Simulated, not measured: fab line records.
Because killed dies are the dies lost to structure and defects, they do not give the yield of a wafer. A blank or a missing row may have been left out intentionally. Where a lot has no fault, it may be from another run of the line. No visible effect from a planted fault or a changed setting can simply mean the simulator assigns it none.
A lot that was struck, set against a sound lot :: flow sky130 :: 15 out of 708 route steps
Sound: wafers L810.1, L810.3, L810.4. The struck wafers were L819.1, L819.2, L819.5. At the end, the cause is stated.
Order at every step that has rows: each side's tool, ch and its chambers, its first start. Under that, the readings that differ: sound wafers :: struck wafers :: difference of the means :: sigmas: that difference in standard deviations of wafers without a fault.
alike: words and numbers the same on both sides, and readings whose means are apart by under 2 such deviations; not compared: readings that were withheld, readings missing a value for some wafer, numbers with overlapping values and no deviation given by the record, and bounds like >300 which may hide the same value.
A row with sigmas, a row that says differs or no value, or rows on one side alone: a step with any of these is where the two part. Numbers that don't overlap but have no deviation are shown without sigmas and don't part them. A reading missing from all wafers of one side parts the sides only when that side holds two or more wafers.

first, 2 steps without rows for these wafers: SKY_NWELL_IMPLANT_12; SKY_NWELL_IMPLANT_13.
SKY_NWELL_STRIP_14: strips in O2/N2.
  sound on plasma_asher-04 ch 0,1, day 6 08:22; struck on plasma_asher-02 ch 0,1, day 8 06:44
  alike: drypump_motor_current_A, o2_flow_sccm, oes_product_au, strip_time_to_endpoint_s
  not compared: rf_hours_counter_h
SKY_NWELL_TW_MEAS_15:
  sound: film_metro-02 at day 6 08:28; struck: film_metro-02 at day 8 06:50
  alike: NWELL_TW
then, 7 steps without rows for these wafers: SKY_NWELL_DEHYDRATE_16 (time 60 s); SKY_NWELL_HMDS_17 (prime time 60 s); SKY_NWELL_COAT_18 (resist thk 3000 nm); SKY_NWELL_SOFTBAKE_19; SKY_NWELL_EXPOSE_20 (exposes mask NWM COMPLEMENT, target cd 840 nm); SKY_NWELL_PEB_21; SKY_NWELL_DEVELOP_22 (develop time 60 s).
SKY_NWELL_OVL_MEAS_23:
  sound: overlay-01 at day 7 03:21; struck: overlay-01 at day 9 03:35
reading: NWELL_01_OVL (nm)
sound: -2.9 -0.1 -3.1
struck: 2.0 1.0 -0.1
difference: +3.0
sigmas: +2
SKY_NWELL_IMPLANT_24:
  sound on implanter-03 ch 0, day 7 03:23; struck on implanter-03 ch 0, day 9 03:37
reading: beam_energy_keV
sound: 140.07 140.01 140.01
struck: 129.57 129.58 129.55
difference: -10.46
sigmas: -99 or more

reading: model.implant.drp_nm (nm)
sound: 95.47 95.47 95.47
struck: 92.65 92.65 92.65
difference: -2.82
sigmas: 
  alike: end_station_pressure_torr
SKY_NWELL_STRIP_25: strips in O2/N2.
  sound on plasma_asher-03 ch 0,1, day 7 03:32; struck on plasma_asher-03 ch 0,1, day 9 03:46
  alike: drypump_motor_current_A, o2_flow_sccm, oes_product_au, strip_time_to_endpoint_s
  not compared: rf_hours_counter_h
-- the record jumps here: 40 days lie between the struck wafers' starts before and after (it left off in module NWELL and takes up again in module PAD_OPEN, whose first step shown is number 708 of the route) --
SKY_PAD_OPEN_PROBE_99:
  sound: prober-02 at day 47 17:43; struck: prober-01 at day 49 13:02
reading: model.etest.pfet_16v.r_on_ohm_um
sound: 1.483e+04 1.482e+04 1.524e+04
struck: 1.564e+04 1.541e+04 1.545e+04
difference: +5.367e+02
sigmas: 

reading: model.etest.res_iso_pwell.rs_ohm_sq
sound: 2939 2901 3118
struck: 3880 3727 3753
difference: +801
sigmas: 

reading: model.etest.res_iso_pwell.line_ohm_um
sound: 1110 1090 1168
struck: 1474 1417 1442
difference: +322
sigmas: 

reading: model.etest.tip_n_5v.rs_ohm_sq
sound: 1397 1396 1383
struck: 1417 1420 1410
difference: +24
sigmas: 

reading: model.etest.res_nwell.width_nm (nm)
sound: 838.9 835.2 839.8
struck: 871.4 867.2 865.5
difference: +30.1
sigmas: 

reading: model.etest.res_iso_pwell.width_nm (nm)
sound: 2653 2649 2649
struck: 2601 2619 2620
difference: -37
sigmas: 

reading: model.etest.field_n.vt_v (V)
sound: 35.17 34.85 35.89
struck: 34.28 34.24 34.24
difference: -1.05
sigmas: 
  alike: killed_at_M0_to_M3, killed_at_M4_up, killed_at_contacts, killed_at_front_end, killed_at_other, killed_dies, killed_open, killed_short
  not compared: model.etest.pfet_16v.drive_ua_um

== WHERE THEY PART ==
At SKY_NWELL_OVL_MEAS_23 first; at SKY_NWELL_IMPLANT_24 last (within this record only). Later steps at which nothing parts them and some readings are alike: SKY_NWELL_STRIP_25, SKY_PAD_OPEN_PROBE_99.

WHY: whatever the simulator had introduced
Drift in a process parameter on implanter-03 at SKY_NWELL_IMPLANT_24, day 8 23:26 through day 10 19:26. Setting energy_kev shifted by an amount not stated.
